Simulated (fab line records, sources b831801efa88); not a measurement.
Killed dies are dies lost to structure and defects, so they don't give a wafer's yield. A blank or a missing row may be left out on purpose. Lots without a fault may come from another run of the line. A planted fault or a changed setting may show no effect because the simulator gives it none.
fab line records | flow gf180mcu
record lots=6 wafers=18 last_day=33
route steps=602 shown HV_LDD@180
lots that met no fault: from a run of the same line without faults
start_h: hours from the record's first day to the start of the lot's first wafer shown | wait_h: hours since the lot's step before | " the same as in the row above | L1.1+2: a row that stands for several wafers | - no value, or no start given | * or withheld: withheld | < > ~ a bound
route shown NAME@n: a module of which the file shows steps, and the number in the route of the first | usual: mean/standard deviation of fault-free wafers | same: alike in all rows | chamber/n: place in a boat | sites: the reading at each site | _std_site: their standard deviation | _edge_site: outer sites' mean less inner sites' | radius_mm: how far each site lies from the wafer's centre | mask NAME#n: copy n | behind: the tool/chamber that last shaped the wafer | hold: why the lot was held/for how many hours/how that ended | device: the transistor (n, p or np) that didn't switch | end of line: the same wafers' tests at the end of the route | a step without rows: its recipe alone | killed: dies lost to structure and defects at the first sort, not the wafer's yield | map: a wafer's dies, x killed, . not, _ none there
set.NAME: the setting as run; set.NAME@STEP: as run at that earlier step | model.NAME: the simulator's own value behind a step, which no gauge read
lots at some steps of the route; a table a step, a row a wafer
services: from which hour (start_h, from the record's first day; less than 0 if before it) a tool's chamber was out of use, for how many hours, and why
## steps
# step GF_HV_LDD_EXPOSE_04
# recipe mask_id=Nplus_LV_AREA target_cd_nm=400 na=0.6 source_shape=conventional sigma_outer=0.6 dose_mj=140
# step GF_HV_LDD_PEB_05
# recipe temp_c=withheld time_s=* resist=NOVOLAK
# step GF_HV_LDD_DEVELOP_06
# recipe develop_time_s=62.09 dev_temp_c=23
# step GF_HV_LDD_CD_MEAS_07
# recipe target_cd_nm=400
# usual cd_nm=399.8/1.9
# columns lot.wafer tool chamber start_h wait_h cd_nm
L295.1 cd_sem-02 - 275.14 0.1 400.8
L295.2 " - " " 398.3
L295.5 " - " " 398.6
L296.2 cd_sem-02 - 280.34 0.1 399.3
L296.4 " - " " 401.8
L296.6 " - " " 400.5
L297.1 cd_sem-02 - 288.33 0.1 399.9
L297.2 " - " " 400.6
L297.4 " - " " 401.2
L301.1 cd_sem-01 - 318.93 0.1 399.0
L301.2 " - " " 400.7
L301.3 " - " " 400.0
L302.1 cd_sem-01 - 323.86 0.1 399.5
L302.2 " - " " 400.9
L302.4 " - " " 402.6
L305.2 cd_sem-01 - 357.80 0.1 398.3
L305.5 " - " " 396.9
L305.6 " - " " 397.6
# step GF_HV_LDD_OVL_MEAS_08
# usual HV_LDD_OVL=-1.4/1.3
# columns lot.wafer tool chamber start_h wait_h HV_LDD_OVL[nm]
L295.1 overlay-02 - 275.26 0.1 -2.1
L295.2 " - " " -2.3
L295.5 " - " " -1.0
L296.2 overlay-02 - 280.45 0.1 -0.5
L296.4 " - " " -0.9
L296.6 " - " " -1.3
L297.1 overlay-01 - 288.45 0.1 -2.0
L297.2 " - " " -0.6
L297.4 " - " " -2.5
L301.1 overlay-02 - 319.05 0.1 -2.8
L301.2 " - " " -5.1
L301.3 " - " " -4.1
L302.1 overlay-02 - 323.98 0.1 0.8
L302.2 " - " " -1.9
L302.4 " - " " -2.6
L305.2 overlay-01 - 357.91 0.1 -0.5
L305.5 " - " " -0.5
L305.6 " - " " 0.0
# step GF_HV_LDD_IMPLANT_09
# recipe species=As energy_kev=40 dose_cm2=1e+14 tilt_deg=7
# step GF_HV_LDD_STRIP_10
# recipe chemistry=O2/N2 power_w=1400 pressure_mtorr=1500 platen_temp_c=250 o2_flow_sccm=3000 n2_flow_sccm=300 overash_fraction=0.5
# usual drypump_motor_current_A=5.8/0.5 heater_power_w=331/23 o2_flow_sccm=3000/10 oes_product_au=0.716/0.0047 platen_temp_c=249.99/0.19 strip_time_to_endpoint_s=12.65/0.04
# columns lot.wafer tool chamber start_h wait_h drypump_motor_current_A heater_power_w o2_flow_sccm oes_product_au platen_temp_c rf_hours_counter_h strip_time_to_endpoint_s
L295.1 plasma_asher-02 0 275.44 0.1 6.3 333 2999 0.720 250.16 15 12.65
L295.2 " 1 " " 5.9 325 2997 0.723 249.89 15 12.65
L295.5 " 1 " " 5.9 328 2990 0.714 250.15 - 12.67
L296.2 plasma_asher-03 0 280.63 0.1 5.0 350 3002 0.718 249.97 45 12.66
L296.4 " 1 " " 5.8 301 2998 0.708 249.87 - 12.66
L296.6 " 0 " " 5.0 348 3003 0.716 249.87 - 12.70
L297.1 plasma_asher-01 1 288.64 0.1 4.9 341 2992 0.714 250.04 62 12.66
L297.2 " 0 " " 5.9 371 3004 0.712 250.17 62 12.67
L297.4 " 1 " " 4.9 347 3008 0.714 249.86 - 12.70
L301.1 plasma_asher-02 1 319.24 0.1 5.9 328 2994 0.714 250.50 19 12.66
L301.2 " 0 " " 6.3 324 3011 0.710 250.04 19 12.68
L301.3 " 0 " " 6.3 326 2992 0.713 249.86 - 12.68
L302.1 plasma_asher-01 0 324.17 0.1 5.9 377 3018 0.720 249.74 65 12.64
L302.2 " 1 " " 4.9 335 2991 0.715 249.74 65 12.58
L302.4 " 0 " " 5.9 381 3017 0.713 249.81 - 12.58
L305.2 plasma_asher-02 0 358.09 0.1 6.3 337 2997 0.717 249.86 21 12.63
L305.5 " 1 " " 5.9 325 2997 0.714 249.89 - 12.66
L305.6 " 0 " " 6.4 323 2995 0.714 249.89 - 12.63
# step GF_HV_LDD_TW_MEAS_11
# usual HV_LDD_TW=2421/18
# columns lot.wafer tool chamber start_h wait_h HV_LDD_TW
L295.1 film_metro-02 - 275.54 0.1 2430
L295.2 " - " " 2433
L295.5 " - " " 2432
L296.2 film_metro-04 - 280.74 0.1 2398
L296.4 " - " " 2406
L296.6 " - " " 2400
L297.1 film_metro-01 - 288.74 0.1 2432
L297.2 " - " " 2440
L297.4 " - " " 2451
L301.1 film_metro-02 - 319.34 0.1 2442
L301.2 " - " " 2434
L301.3 " - " " 2450
L302.1 film_metro-01 - 324.27 0.1 2427
L302.2 " - " " 2431
L302.4 " - " " 2422
L305.2 film_metro-02 - 358.20 0.1 2442
L305.5 " - " " 2441
L305.6 " - " " 2439
# step GF_HV_LDD_DEHYDRATE_12
# recipe temp_c=200 time_s=60
# step GF_HV_LDD_HMDS_13
# recipe prime_time_s=60 prime_temp_c=120
# step GF_HV_LDD_COAT_14
# recipe resist=NOVOLAK spin_rpm=3000 resist_thk_nm=1000
# step GF_HV_LDD_SOFTBAKE_15
# recipe temp_c=90 time_s=60 resist=NOVOLAK
# step GF_HV_LDD_EXPOSE_16
# recipe mask_id=Pplus_LV_AREA target_cd_nm=400 na=0.6 source_shape=conventional sigma_outer=0.6 dose_mj=140
# usual exposure_dose_mJ_cm2=140.00/0.13 focus_offset_nm=0.0/0.47
# columns lot.wafer tool chamber start_h wait_h mask exposure_dose_mJ_cm2 focus_offset_nm model.HV_LDD.overlay_x_nm model.HV_LDD.overlay_y_nm
L295.1 iline_stepper-01 0 285.66 - Pplus_LV_AREA#0 139.83 -0.2 0.08774 0.06113
L295.2 " 0 " " Pplus_LV_AREA#0 139.83 0.3 0.08774 0.06113
L295.5 " 0 " " Pplus_LV_AREA#0 140.02 -0.1 0.08774 0.06113
L296.2 iline_stepper-01 0 290.89 - Pplus_LV_AREA#0 139.95 -0.5 -0.1973 0.3249
L296.4 " 0 " " Pplus_LV_AREA#0 139.94 0.2 -0.1973 0.3249
L296.6 " 0 " " Pplus_LV_AREA#0 140.08 0.2 -0.1973 0.3249
L297.1 iline_stepper-02 0 298.34 - Pplus_LV_AREA#0 140.21 0.5 0.5494 1.043
L297.2 " 0 " " Pplus_LV_AREA#0 140.15 -0.7 0.5494 1.043
L297.4 " 0 " " Pplus_LV_AREA#0 140.29 -0.1 0.5494 1.043
L301.1 iline_stepper-02 - 330.27 - Pplus_LV_AREA#0 - - -1.42 0.05599
L301.2 " - " " Pplus_LV_AREA#0 - - -1.42 0.05599
L301.3 " - " " Pplus_LV_AREA#0 - - -1.42 0.05599
L302.1 iline_stepper-01 - 335.14 - Pplus_LV_AREA#0 - - -0.2327 0.6879
L302.2 " - " " Pplus_LV_AREA#0 - - -0.2327 0.6879
L302.4 " - " " Pplus_LV_AREA#0 - - -0.2327 0.6879
L305.2 iline_stepper-02 0 369.09 - Pplus_LV_AREA#0 139.93 -0.7 -1.057 0.2091
L305.5 " 0 " " Pplus_LV_AREA#0 140.01 0.6 -1.057 0.2091
L305.6 " 0 " " Pplus_LV_AREA#0 140.19 0.0 -1.057 0.2091
# step GF_HV_LDD_PEB_17
# recipe temp_c=withheld time_s=* resist=NOVOLAK
## services
# columns tool chamber start_h hours kind
iline_stepper-01 - 306.51 1.7 pm
plasma_asher-02 - 329.72 17.7 repair
iline_stepper-01 0 342.80 - calibration
iline_stepper-01 - 352.92 8.4 repair
iline_stepper-01 - 361.24 5.4 repair
## key
first_sign step=GF_HV_LDD_EXPOSE_16 reading=tool_record direction=missing
effect none on later readings
model_effect step=GF_HV_LDD_EXPOSE_16 value=HV_LDD.overlay_x_nm without=0.2305 struck=-0.8263
met_at GF_HV_LDD_EXPOSE_16
struck_wafers L301.1,L301.2,L301.3,L302.1,L302.2,L302.4
later_rows_left_out L301.1,L301.2,L301.3,L302.1,L302.2,L302.4
sort_left_out L301.1,L301.2,L301.3,L302.1,L302.2,L302.4
tester_left_out L301,L302
onset_between 298.34 330.27
fault kind=skipped_step_whole tool=iline_stepper-01,iline_stepper-02 chamber=- onset_h=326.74 steps=GF_HV_LDD_EXPOSE_16 scope=struck_lots_only
# tester_left_out: of these lots the tester's yield and bins aren't shown, on N5 and GAA mostly nor the transistor test; their killed dies are dies lost to structure and defects alone, not to doping, threshold or leakage, so they don't give the yield
# sort_left_out: the simulated sort isn't trusted on such a fault, so these wafers' sort isn't shown, and their yield isn't known
# later_rows_left_out: the simulator's readings of these wafers behind a module that went badly wrong aren't trusted and aren't shown, but for the sort
